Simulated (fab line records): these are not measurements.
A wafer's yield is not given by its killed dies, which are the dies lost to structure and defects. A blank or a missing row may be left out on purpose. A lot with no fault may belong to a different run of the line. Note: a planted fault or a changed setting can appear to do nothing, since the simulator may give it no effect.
fab line records    flow sky130
[record] lots = 6  wafers = 18  last_day = 49
route steps=708 shown VIA2@516 PAD_OPEN@708
lots that met no fault: from a run of the same line without faults
start_h: hours from the record's opening day to when the first of the lot's shown wafers began    wait_h: time in hours since the lot's previous step    " the same as in the row above    L1.1+2: a row that stands for several wafers    - either no value or no given start    * or withheld: withheld    < > ~ a bound
route shown NAME@n: names a module that has steps shown in the file, with the first one's number in the route    usual: mean/standard deviation of fault-free wafers    same: alike in all rows    chamber/n: place in a boat    sites: the reading at each site    _std_site: standard deviation across them    _edge_site: the outer-site mean with the inner-site mean subtracted    radius_mm: how far each site lies from the wafer's centre    mask NAME#n: copy n    behind: the tool/chamber that last shaped the wafer    hold: why the lot was held/for how many hours/how that ended    device: transistor that didn't switch, given as n, p or np    end of line: the same wafers' tests at the end of the route    for a step that has no rows: nothing shown but its recipe    killed: dies lost to structure and defects at the first sort, not the wafer's yield    map: dies across one wafer; x = killed, . = not, _ = none there
set.NAME: setting as actually run; set.NAME@STEP: the setting as run at that earlier step    model.NAME: the simulator's own value behind a step, which no gauge read
certain route steps with their lots: each step a table, each wafer a row
services: a tool's chamber out of use, with start hour (start_h, from the record's first day; less than 0 if before it), hours out, and reason
[[steps]]
[step SKY_VIA2_EXPOSE_09]
[recipe] mask_id = VIM2  na = 0.8  source_shape = annular  sigma_inner = 0.55  sigma_outer = 0.85  target_cd_nm = 200  dose_mj = 38
[step SKY_VIA2_PEB_10]
[recipe] peb_temp_c = withheld  peb_time_s = withheld  resist = KrF-thick
[step SKY_VIA2_DEVELOP_11]
[recipe] develop_time_s = 60  resist = KrF-thick  dev_temp_c = 21
[step SKY_VIA2_CD_MEAS_12]
[recipe] target_cd_nm = 200
[usual] cd_nm = 200.0/1.5
lot.wafer  tool       chamber  start_h  wait_h  cd_nm
L817.1     cd_sem-02  -        864.52   -       197.9
L817.2     "          -        "        "       198.7
L817.3     "          -        "        "       199.1
L825.1     cd_sem-02  -        933.30   -       199.7
L825.5     "          -        "        "       201.5
L825.6     "          -        "        "       201.3
L828.2     cd_sem-02  -        953.09   -       200.4
L828.3     "          -        "        "       201.1
L828.6     "          -        "        "       201.7
L829.1     cd_sem-01  -        958.21   -       199.8
L829.3     "          -        "        "       200.1
L829.5     "          -        "        "       200.2
L831.2     cd_sem-01  -        970.14   -       197.7
L831.4     "          -        "        "       197.8
L831.5     "          -        "        "       198.1
L832.2     cd_sem-01  -        977.28   -       197.9
L832.5     "          -        "        "       198.6
L832.6     "          -        "        "       199.4
[step SKY_VIA2_OVL_MEAS_13]
[usual] VIA2_OVL = 1/5.2
lot.wafer  tool        chamber  start_h  wait_h  VIA2_OVL[nm]
L817.1     overlay-02  -        864.64   0.1     4
L817.2     "           -        "        "       8
L817.3     "           -        "        "       0
L825.1     overlay-01  -        933.42   0.1     1
L825.5     "           -        "        "       0
L825.6     "           -        "        "       -1
L828.2     overlay-02  -        953.20   0.1     5
L828.3     "           -        "        "       -2
L828.6     "           -        "        "       0
L829.1     overlay-02  -        958.33   0.1     3
L829.3     "           -        "        "       -2
L829.5     "           -        "        "       1
L831.2     overlay-02  -        970.25   0.1     10
L831.4     "           -        "        "       12
L831.5     "           -        "        "       9
L832.2     overlay-01  -        977.38   0.1     -2
L832.5     "           -        "        "       3
L832.6     "           -        "        "       1
[step SKY_VIA2_ETCH_14]
[recipe] chemistry = N2/H2  target = BARC  ion_energy_ev = 200  source_w = 500  bias_w = 100  pressure_mtorr = 30  n2_flow_sccm = 100  h2_flow_sccm = 200  stop_on = SiO2  time_s = 45.9  target_depth_a = 600
[usual] drypump_motor_current_A = 5.8/0.37  oes_product_au = 0.855/0.0047  throttle_valve_pct = 13.225/0.0086
lot.wafer  tool         chamber  start_h  wait_h  drypump_motor_current_A  oes_product_au  rf_hours_counter_h  throttle_valve_pct
L817.1     rie_diel-04  3        864.68   0.0     5.7                      0.849           26                  13.228
L817.2     "            1        "        "       6.0                      0.855           26                  13.229
L817.3     "            2        "        "       6.4                      0.853           8                   13.220
L825.1     rie_diel-03  2        933.45   0.0     5.4                      0.859           12                  13.234
L825.5     "            3        "        "       5.3                      0.859           -                   13.226
L825.6     "            0        "        "       5.8                      0.858           -                   13.224
L828.2     rie_diel-04  2        953.23   0.0     6.4                      0.860           12                  13.213
L828.3     "            3        "        "       5.7                      0.856           30                  13.211
L828.6     "            0        "        "       5.9                      0.855           -                   13.225
L829.1     rie_diel-02  3        958.36   0.0     5.7                      0.858           19                  13.224
L829.3     "            1        "        "       5.2                      0.854           12                  13.210
L829.5     "            0        "        "       6.2                      0.849           -                   13.227
L831.2     rie_diel-03  0        970.28   0.0     5.8                      0.854           11                  13.221
L831.4     "            2        "        "       5.3                      0.862           13                  13.227
L831.5     "            3        "        "       5.3                      0.849           -                   13.214
L832.2     rie_diel-04  2        977.41   0.0     6.4                      0.855           13                  13.216
L832.5     "            1        "        "       5.9                      0.849           -                   13.239
L832.6     "            0        "        "       5.9                      0.857           -                   13.236
[step SKY_VIA2_ETCH_15]
[recipe] target = SiO2  chemistry = C4F8/O2/Ar  target_depth_nm = 546  stop_on = TiN  mask_material = KrF-thick  source_w = 1500  bias_w = 1200  pressure_mtorr = 40  c4f8_flow_sccm = withheld  O2_flow_sccm = 6  Ar_flow_sccm = 300  time_s = 84
[usual] oes_product_au = 0.939/0.0046
lot.wafer  tool         chamber  start_h  wait_h  oes_product_au  rf_hours_counter_h
L817.1     rie_diel-04  3        864.72   0.0     0.939           26
L817.2     "            1        "        "       0.938           26
L817.3     "            2        "        "       0.938           8
L825.1     rie_diel-03  2        933.50   0.0     0.938           12
L825.5     "            3        "        "       0.944           -
L825.6     "            0        "        "       0.935           -
L828.2     rie_diel-04  2        953.27   0.0     0.940           12
L828.3     "            3        "        "       0.939           30
L828.6     "            0        "        "       0.945           -
L829.1     rie_diel-02  3        958.41   0.0     0.936           19
L829.3     "            1        "        "       0.937           12
L829.5     "            0        "        "       0.937           -
L831.2     rie_diel-03  0        970.32   0.0     0.933           11
L831.4     "            2        "        "       0.935           13
L831.5     "            3        "        "       0.934           -
L832.2     rie_diel-04  2        977.46   0.0     0.946           13
L832.5     "            1        "        "       0.946           -
L832.6     "            0        "        "       0.935           -
[step SKY_VIA2_STRIP_16]
[recipe] chemistry = O2/N2  power_w = 1400  pressure_mtorr = 1500  platen_temp_c = withheld  o2_flow_sccm = 3000  n2_flow_sccm = 300  overash_fraction = 0.5
[usual] drypump_motor_current_A = 5.87/0.12  oes_product_au = 0.399/0.0047  strip_time_to_endpoint_s = 4.057/0.029
lot.wafer  tool             chamber  start_h  wait_h  drypump_motor_current_A  oes_product_au  rf_hours_counter_h  strip_time_to_endpoint_s
L817.1     plasma_asher-02  1        864.78   0.0     5.70                     0.397           98                  4.032
L817.2     "                0        "        "       6.04                     0.394           98                  4.028
L817.3     "                0        "        "       6.03                     0.403           -                   4.036
L825.1     plasma_asher-03  1        933.56   0.0     5.83                     0.399           17                  4.109
L825.5     "                0        "        "       5.97                     0.392           -                   4.055
L825.6     "                1        "        "       5.83                     0.394           -                   4.056
L828.2     plasma_asher-02  1        953.33   0.0     5.70                     0.400           107                 4.049
L828.3     "                0        "        "       6.01                     0.396           -                   4.029
L828.6     "                1        "        "       5.71                     0.392           -                   4.055
L829.1     plasma_asher-01  0        958.47   0.0     5.87                     0.392           85                  3.989
L829.3     "                0        "        "       5.87                     0.400           -                   4.045
L829.5     "                0        "        "       5.87                     0.385           -                   4.026
L831.2     plasma_asher-02  1        970.38   0.0     5.69                     0.400           109                 4.068
L831.4     "                0        "        "       5.99                     0.393           -                   4.071
L831.5     "                0        "        "       6.05                     0.396           -                   4.043
L832.2     plasma_asher-03  1        977.52   0.0     5.86                     0.400           22                  4.047
L832.5     "                0        "        "       5.98                     0.401           -                   4.090
L832.6     "                1        "        "       5.86                     0.394           -                   4.052
[step SKY_VIA2_STRIP_17]
[recipe] chemistry = post_etch_residue_remover  time_s = 1200  temp_c = 72.5
[step SKY_VIA2_CLEAN_18]
[recipe] chemistry = IPA  time_s = 180  temp_c = 25
[step SKY_VIA2_CLEAN_19]
[recipe] chemistry = O3/DIW  dry = n2_spin
[step SKY_VIA2_SPUTTER_20]
[recipe] material = TiN  target_thk_nm = 20  chamber_pressure_pa = 5  power_w = 4000  time_s = 80
[usual] throttle_valve_pct = 29.9/0.84
lot.wafer  tool            chamber  start_h  wait_h  throttle_valve_pct
L817.1     pvd_sputter-02  -        865.38   0.0     30.5
L817.2     "               -        "        "       30.5
L817.3     "               -        "        "       31.2
L825.1     pvd_sputter-04  -        934.26   0.0     29.7
L825.5     "               -        "        "       28.6
L825.6     "               -        "        "       30.0
L828.2     pvd_sputter-04  -        953.97   0.0     28.6
L828.3     "               -        "        "       29.2
L828.6     "               -        "        "       28.9
L829.1     pvd_sputter-04  -        959.07   0.0     29.0
L829.3     "               -        "        "       30.1
L829.5     "               -        "        "       29.3
L831.2     pvd_sputter-04  -        970.98   0.0     29.4
L831.4     "               -        "        "       28.5
L831.5     "               -        "        "       28.5
L832.2     pvd_sputter-01  -        978.11   0.0     29.3
L832.5     "               -        "        "       29.3
L832.6     "               -        "        "       29.6
[step SKY_VIA2_CVD_21]
[recipe] material = W  target_thk_nm = 420  time_s = 126.4  temp_c = 400  pressure_torr = 40
[usual] chamber_pressure_Torr = 40.01/0.09  heater_power_w = 789/42
lot.wafer  tool      chamber  start_h  wait_h  chamber_pressure_Torr  heater_power_w  model.W_of_VIA2_CVD_21.thk_nm
L817.1     cvd_w-02  1        865.44   0.0     40.14                  775             433.7
L817.2     "         0        "        "       40.11                  784             422.3
L817.3     "         0        "        "       40.01                  785             421.3
L825.1     cvd_w-02  0        934.32   0.0     39.95                  786             415.4
L825.5     "         0        "        "       39.94                  779             424.1
L825.6     "         1        "        "       40.22                  780             429.7
L828.2     cvd_w-01  0        954.03   0.0     39.89                  912             410.7
L828.3     "         1        "        "       39.97                  727             413.3
L828.6     "         1        "        "       40.04                  738             410.8
L829.1     cvd_w-02  0        959.13   0.0     35.72                  796             397.6
L829.3     "         1        "        "       35.72                  790             405
L829.5     "         1        "        "       35.77                  777             403.9
L831.2     cvd_w-01  0        971.04   0.0     40.04                  895             419.4
L831.4     "         0        "        "       40.13                  900             414.8
L831.5     "         1        "        "       40.01                  743             413.4
L832.2     cvd_w-02  0        978.17   0.0     35.74                  791             398.6
L832.5     "         1        "        "       35.59                  783             408
L832.6     "         0        "        "       35.67                  767             393.7
[step SKY_VIA2_RS_MEAS_22]
[recipe] thk_meas_gauge = four-point-probe  reads = W_of_VIA2_CVD_21+TiN_of_VIA2_SPUTTER_20
[usual] VIA2_W_RS = 0.271/0.0046
lot.wafer  tool           chamber  start_h  wait_h  VIA2_W_RS[ohm/sq]
L817.1     film_metro-01  -        865.57   0.1     0.264
L817.2     "              -        "        "       0.271
L817.3     "              -        "        "       0.272
L825.1     film_metro-01  -        934.45   0.1     0.276
L825.5     "              -        "        "       0.270
L825.6     "              -        "        "       0.267
L828.2     film_metro-02  -        954.18   0.1     0.279
L828.3     "              -        "        "       0.277
L828.6     "              -        "        "       0.279
L829.1     film_metro-02  -        959.26   0.1     0.288
L829.3     "              -        "        "       0.283
L829.5     "              -        "        "       0.284
L831.2     film_metro-02  -        971.19   0.1     0.273
L831.4     "              -        "        "       0.276
L831.5     "              -        "        "       0.277
L832.2     film_metro-01  -        978.32   0.1     0.287
L832.5     "              -        "        "       0.281
L832.6     "              -        "        "       0.291
[step SKY_VIA2_THK_MEAS_23]
[recipe] thk_meas_gauge = xrf  reads = W_of_VIA2_CVD_21
[usual] VIA2_W_THK = 408/8.7
lot.wafer  tool           chamber  start_h  wait_h  VIA2_W_THK[nm]
L817.1     film_metro-01  -        865.69   0.1     408
L817.2     "              -        "        "       399
L817.3     "              -        "        "       395
L825.1     film_metro-01  -        934.57   0.1     399
L825.5     "              -        "        "       406
L825.6     "              -        "        "       410
L828.2     film_metro-02  -        954.29   0.1     400
L828.3     "              -        "        "       401
L828.6     "              -        "        "       401
L829.1     film_metro-02  -        959.38   0.1     389
L829.3     "              -        "        "       397
L829.5     "              -        "        "       396
L831.2     film_metro-02  -        971.30   0.1     409
L831.4     "              -        "        "       403
L831.5     "              -        "        "       401
L832.2     film_metro-01  -        978.43   0.1     382
L832.5     "              -        "        "       388
L832.6     "              -        "        "       376
[step SKY_PAD_OPEN_PROBE_99]
[usual] defect_limited_yield = 82.7/1.7  killed_at_M0_to_M3 = 41/6.2  killed_at_M4_up = 3.0/1.7  killed_at_contacts = 25/5.8  killed_at_front_end = 16/4.5  killed_at_other = 0.2/0.42  killed_dies = 85/8.4  killed_open = 46/5.9  killed_short = 39/6.3  sort_bin_3_pad_short = 0.9/0.4  sort_bin_5_function = 10.2/1.3  sort_bin_6_memory = 6.2/1  sort_n_pass = 407/8.4  sort_yield_pct = 82.7/1.7
[same] gross_dies = 492  killed_at_back_side = 0  sort_bin_4_leakage[%] = 0  sort_bin_8_speed[%] = 0
lot.wafer  tool       chamber  start_h  wait_h  defect_limited_yield[%]  killed_at_M0_to_M3  killed_at_M4_up  killed_at_contacts  killed_at_front_end  killed_at_other  killed_dies  killed_open  killed_short  sort_bin_3_pad_short[%]  sort_bin_5_function[%]  sort_bin_6_memory[%]  sort_n_pass  sort_yield_pct[%]
L817.1     prober-02  -        1090.57  0.1     81.3                     52                  3                15                  22                   0                92           41           51            0.8                      10.0                    7.9                   400          81.3
L817.2     prober-02  -        1090.62  0.1     80.3                     38                  4                36                  18                   1                97           49           48            0.8                      11.0                    7.9                   395          80.3
L817.3     prober-02  -        1090.67  0.2     82.3                     44                  1                23                  19                   0                87           58           29            0.8                      10.4                    6.5                   405          82.3
L825.1     prober-02  -        1142.77  0.1     85.0                     37                  2                24                  11                   0                74           43           31            1.4                      8.5                     5.1                   418          85.0
L825.5     prober-02  -        1142.97  0.2     82.7                     54                  3                16                  11                   1                85           50           35            1.2                      8.3                     7.7                   407          82.7
L825.6     prober-02  -        1143.02  0.2     82.3                     46                  2                22                  17                   0                87           42           45            1.4                      10.2                    6.1                   405          82.3
L828.2     prober-01  -        1159.91  0.1     85.0                     38                  2                20                  14                   0                74           45           28            0.6                      9.1                     5.3                   418          85.0
L828.3     prober-01  -        1159.96  0.2     82.1                     32                  5                32                  18                   1                88           52           35            0.4                      10.8                    6.7                   404          82.1
L828.6     prober-01  -        1160.11  0.2     80.9                     51                  1                28                  14                   0                94           48           46            0.6                      12.0                    6.5                   398          80.9
L829.1     prober-02  -        1161.81  0.1     82.5                     42                  7                18                  19                   0                86           40           46            0.6                      9.8                     7.1                   406          82.5
L829.3     prober-02  -        1161.91  0.2     84.1                     50                  1                17                  9                    1                78           47           31            0.4                      9.8                     5.7                   414          84.1
L829.5     prober-02  -        1162.01  0.2     83.3                     36                  2                30                  14                   0                82           43           39            1.2                      9.8                     5.7                   410          83.3
L831.2     prober-02  -        1172.11  0.1     83.3                     37                  4                31                  10                   0                82           51           31            0.2                      11.2                    5.3                   410          83.3
L831.4     prober-02  -        1172.21  0.2     84.6                     42                  2                18                  14                   0                76           39           37            0.2                      9.6                     5.7                   416          84.6
L831.5     prober-02  -        1172.26  0.2     82.7                     42                  5                22                  16                   0                85           49           35            0.8                      10.8                    5.7                   407          82.7
L832.2     prober-01  -        1177.38  0.1     82.5                     46                  0                26                  14                   0                86           46           40            1.6                      10.4                    5.5                   406          82.5
L832.5     prober-01  -        1177.53  0.2     80.5                     49                  3                31                  13                   0                96           57           39            0.8                      12.0                    6.7                   396          80.5
L832.6     prober-01  -        1177.58  0.2     79.9                     53                  3                30                  12                   1                99           56           43            1.0                      11.8                    7.3                   393          79.9
// killed by level:class
L817.1 VIA1:geometric_particle:open=12 METAL2:geometric_particle:short=9 FIELD_ISO:geometric_particle:short=8 METAL1:geometric_particle:short=7 LI_CONTACT:geometric_particle:open=6 VIA3:geometric_particle:open=6 VIA2:geometric_particle:open=5 POLY_GATE:geometric_particle:short=4
L817.2 CONTACT:geometric_particle:open=13 VIA1:geometric_particle:open=10 LI_CONTACT:geometric_particle:open=8 METAL2:geometric_particle:short=6 LI_CONTACT:geometric_particle:short=5 METAL1:geometric_particle:short=5 CONTACT:geometric_particle:short=5 FIELD_ISO:geometric_particle:open=4
L817.3 VIA1:geometric_particle:open=14 LI_CONTACT:geometric_particle:open=12 CONTACT:geometric_particle:open=7 VIA3:geometric_particle:open=7 POLY_GATE:geometric_particle:open=6 METAL1:geometric_particle:short=6 POLY_GATE:geometric_particle:short=5 VIA2:geometric_particle:open=5
L825.1 VIA1:geometric_particle:open=9 VIA3:geometric_particle:open=8 LI_CONTACT:geometric_particle:open=7 CONTACT:geometric_particle:open=7 CONTACT:geometric_particle:short=6 METAL1:geometric_particle:short=3 VIA1:geometric_particle:short=3 VIA2:geometric_particle:open=3
L825.5 VIA3:geometric_particle:open=15 VIA1:geometric_particle:open=11 CONTACT:geometric_particle:open=8 VIA2:geometric_particle:open=8 METAL2:geometric_particle:short=5 METAL3:geometric_particle:short=4 POLY_GATE:geometric_particle:short=3 LOCAL_INTERCONNECT:geometric_particle:short=3
L825.6 CONTACT:geometric_particle:open=11 VIA1:geometric_particle:open=9 METAL1:geometric_particle:short=6 VIA2:geometric_particle:open=6 POLY_GATE:geometric_particle:short=5 CONTACT:geometric_particle:short=5 VIA2:geometric_particle:short=5 VIA3:geometric_particle:open=5
L828.2 VIA1:geometric_particle:open=8 LI_CONTACT:geometric_particle:open=7 CONTACT:geometric_particle:open=7 VIA3:geometric_particle:open=6 VIA2:geometric_particle:open=5 FIELD_ISO:geometric_particle:open=4 FIELD_ISO:geometric_particle:short=4 METAL1:geometric_particle:short=4
L828.3 CONTACT:geometric_particle:open=12 LI_CONTACT:geometric_particle:open=9 VIA1:geometric_particle:open=7 VIA3:geometric_particle:open=6 CONTACT:geometric_particle:short=5 METAL1:geometric_particle:short=5 METAL4:geometric_particle:short=5 POLY_GATE:geometric_particle:short=4
L828.6 LI_CONTACT:geometric_particle:open=12 VIA1:geometric_particle:open=10 METAL2:geometric_particle:short=8 METAL3:geometric_particle:short=8 CONTACT:geometric_particle:open=7 METAL1:geometric_particle:short=6 LOCAL_INTERCONNECT:geometric_particle:short=5 VIA1:geometric_particle:short=5
L829.1 VIA1:geometric_particle:short=11 VIA1:geometric_particle:open=9 POLY_GATE:geometric_particle:short=8 CONTACT:geometric_particle:open=8 METAL2:geometric_particle:short=7 LI_CONTACT:geometric_particle:open=5 METAL4:geometric_particle:short=5 VIA3:geometric_particle:open=5
L829.3 VIA1:geometric_particle:open=16 VIA2:geometric_particle:open=7 METAL2:geometric_particle:short=6 LI_CONTACT:geometric_particle:open=6 VIA3:geometric_particle:open=6 CONTACT:geometric_particle:open=5 POLY_GATE:geometric_particle:short=4 METAL1:geometric_particle:short=4
L829.5 VIA1:geometric_particle:open=11 CONTACT:geometric_particle:open=10 LI_CONTACT:geometric_particle:open=6 LI_CONTACT:geometric_particle:short=5 VIA3:geometric_particle:open=5 LOCAL_INTERCONNECT:geometric_particle:short=4 CONTACT:geometric_particle:short=4 METAL2:geometric_particle:short=4
L831.2 CONTACT:geometric_particle:open=13 VIA1:geometric_particle:open=10 LI_CONTACT:geometric_particle:open=7 VIA2:geometric_particle:open=5 VIA1:geometric_particle:short=5 VIA3:geometric_particle:open=5 LOCAL_INTERCONNECT:geometric_particle:short=4 CONTACT:geometric_particle:short=4
L831.4 VIA2:geometric_particle:open=10 CONTACT:geometric_particle:open=7 CONTACT:geometric_particle:short=5 VIA1:geometric_particle:short=5 VIA3:geometric_particle:short=5 VIA3:geometric_particle:open=5 POLY_GATE:geometric_particle:short=4 VIA1:geometric_particle:open=4
L831.5 VIA1:geometric_particle:open=11 CONTACT:geometric_particle:open=7 METAL2:geometric_particle:short=7 LI_CONTACT:geometric_particle:open=6 FIELD_ISO:geometric_particle:open=5 VIA2:geometric_particle:open=5 POLY_GATE:geometric_particle:open=4 CONTACT:geometric_particle:short=4
L832.2 CONTACT:geometric_particle:open=12 VIA3:geometric_particle:open=9 VIA2:geometric_particle:open=9 CONTACT:geometric_particle:short=8 VIA3:geometric_particle:short=6 POLY_GATE:geometric_particle:open=5 LOCAL_INTERCONNECT:geometric_particle:short=5 VIA1:geometric_particle:open=5
L832.5 CONTACT:geometric_particle:open=11 VIA1:geometric_particle:open=9 METAL1:geometric_particle:short=8 VIA3:geometric_particle:open=8 VIA2:geometric_particle:open=7 LI_CONTACT:geometric_particle:open=6 CONTACT:geometric_particle:short=6 METAL2:geometric_particle:open=5
L832.6 VIA3:geometric_particle:open=14 CONTACT:geometric_particle:open=12 VIA1:geometric_particle:open=8 METAL1:geometric_particle:short=7 CONTACT:geometric_particle:short=7 VIA2:geometric_particle:open=6 LI_CONTACT:geometric_particle:open=5 VIA2:geometric_particle:short=5
[[services]]
tool             chamber  start_h  hours  kind
rie_diel-04      0        853.08   -      clean
rie_diel-04      0        853.08   22.2   scheduled_down
rie_diel-04      0        853.08   22.2   vent_cycle
plasma_asher-01  -        865.62   2.9    repair
rie_diel-03      2        869.89   10.1   repair
pvd_sputter-02   -        889.00   82.0   repair
rie_diel-04      1        898.57   21.4   repair
cvd_w-01         -        904.00   14.0   pm
plasma_asher-02  -        905.53   1.8    repair
cvd_w-01         -        916.85   0.7    repair
pvd_sputter-01   -        918.66   5.4    repair
pvd_sputter-01   -        922.28   7.5    repair
plasma_asher-02  -        923.32   2.3    repair
plasma_asher-03  -        923.77   8.7    repair
rie_diel-04      1        941.47   -      clean
rie_diel-04      1        941.47   17.4   scheduled_down
rie_diel-04      1        941.47   17.4   vent_cycle
rie_diel-04      -        948.00   2.8    pm
cvd_w-02         1        950.18   4.1    repair
rie_diel-02      2        955.72   16.4   repair
cvd_w-02         -        965.02   3.9    repair
rie_diel-04      3        973.58   -      clean
rie_diel-04      3        973.58   12.9   scheduled_down
plasma_asher-02  -        975.31   159.8  pm
[[key]]
[first_sign] step = SKY_VIA2_CVD_21  reading = chamber_pressure_Torr  direction = down  sigmas = 48  usual = 40.01  struck = 35.70
[effect] step = SKY_VIA2_RS_MEAS_22  reading = VIA2_W_RS  direction = up  sigmas = 3.2  usual = 0.271  struck = 0.286
[effect] step = SKY_VIA2_THK_MEAS_23  reading = VIA2_W_THK  direction = down  sigmas = 2.3  usual = 408  struck = 388
[model_effect] step = SKY_VIA2_CVD_21  value = W_of_VIA2_CVD_21.thk_nm  without = 424.2  struck = 401.1
met_at SKY_VIA2_CVD_21
struck_wafers L829.1,L829.3,L829.5,L832.2,L832.5,L832.6
onset_between 934.32 959.13
[fault] kind = process_parameter_drift  tool = cvd_w-02  chamber = -  onset_h = 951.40  steps = SKY_VIA2_CVD_21  channel = pressure_torr  offset = -4.2578  shape = step  end_h = 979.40  acts_in = these_recipes_only  stated = 40
